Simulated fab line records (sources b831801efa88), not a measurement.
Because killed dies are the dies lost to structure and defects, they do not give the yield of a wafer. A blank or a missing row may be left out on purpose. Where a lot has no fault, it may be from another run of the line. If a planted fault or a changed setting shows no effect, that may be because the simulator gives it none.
8D (eight disciplines) problem report, filled in by code + flow sfq_line + the parts of the form that need people (team, actions taken, sign-off) are left out

1. THE ISSUE
Wafers without a fault read 79.99 W, standard deviation 0.23; bias_w at SFQ_TRILAYER_I4_VIA_ETCH_VIA_ETCH_106 reads a mean of 93.89 W on 9 wafers belonging to 3 lots. Measured from the usual mean, that is +60 standard deviations.
The step: etches SiO2 in CHF3, stops on Nb, target depth 260 nm.
Earliest sighting: wafer L863.1 on rie_diel-03 at day 38 08:59. Wafers with a number at this step in the record: 21, from 7 lots. Rule for "out" (also "out of limits"): further than 4 standard deviations from the usual mean. All remaining wafers that have a number are taken as sound.

2. WHAT IT IS AND WHAT IT IS NOT
| question                    | is                     | is not                                                                                |
|-----------------------------|------------------------|---------------------------------------------------------------------------------------|
| which readings at this step | bias_w                 | drypump_motor_current_A, oes_product_au                                               |
| which lots                  | L863, L865, L866       | L872, L878, L879, L880                                                                |
| which wafers of those lots  | all that have a number | -                                                                                     |
| read on which tools         | rie_diel-03            | rie_diel-01, rie_diel-04                                                              |
| when                        | from day 38 08:59      | up to then (0 sound wafers); but 12 sound wafers of L872, L878, L879, L880 came after |

3. WHAT RULES OUT EACH SUSPECT
Counting: a tool at any process step up to the reading remains a suspect when it ran all the lots that are out and ran no sound lot after the first of those.
- rie_diel-03 at SFQ_TRILAYER_I4_VIA_BARC_OPEN_VIA_ETCH_146 (etches BARC in O2, target depth 125 nm, time 41.7 s): ruled out as a lasting fault. Sound lots L879 ran on it after its first lot that is out, L863 (day 38 08:57).
- rie_diel-03 at SFQ_TRILAYER_I4_VIA_ETCH_VIA_ETCH_106 (etches SiO2 in CHF3, stops on Nb, target depth 260 nm): ruled out as a lasting fault. Sound lots L879 ran on it after its first lot that is out, L863 (day 38 08:59).
Left after counting: nothing in the record.

4. THE CAUSE (what the simulator had put in)
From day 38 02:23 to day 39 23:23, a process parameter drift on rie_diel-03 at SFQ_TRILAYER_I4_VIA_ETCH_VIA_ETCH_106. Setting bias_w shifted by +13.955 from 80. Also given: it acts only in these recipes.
Counting ruled it out, wrongly.

5. SEQUENCE OF EFFECTS, ordered by route
Each row: a reading whose mean over the struck wafers that have a number lies more than 3 standard deviations from the usual. Readings are gone through only where the record gives a usual standard deviation; hours: the median, over the lots, of the time from a lot's start at the first step in this table giving one to that lot's start at this step; sigmas: the change measured in usual standard deviations.
| hours | step                                  | reading | usual   | on struck wafers | change | sigmas |
|-------|---------------------------------------|---------|---------|------------------|--------|--------|
| 0     | SFQ_TRILAYER_I4_VIA_ETCH_VIA_ETCH_106 | bias_w  | 79.99 W | 93.89            | +13.90 | +60    |
Here are the process steps it includes:
- SFQ_TRILAYER_I4_VIA_ETCH_VIA_ETCH_106: etches SiO2 in CHF3, stops on Nb, target depth 260 nm.

6. WHAT WOULD HAVE CAUGHT IT SOONER
7 hours passed between the start of the fault at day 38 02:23 and the first reading out of limits in this record, taken at day 38 08:59.
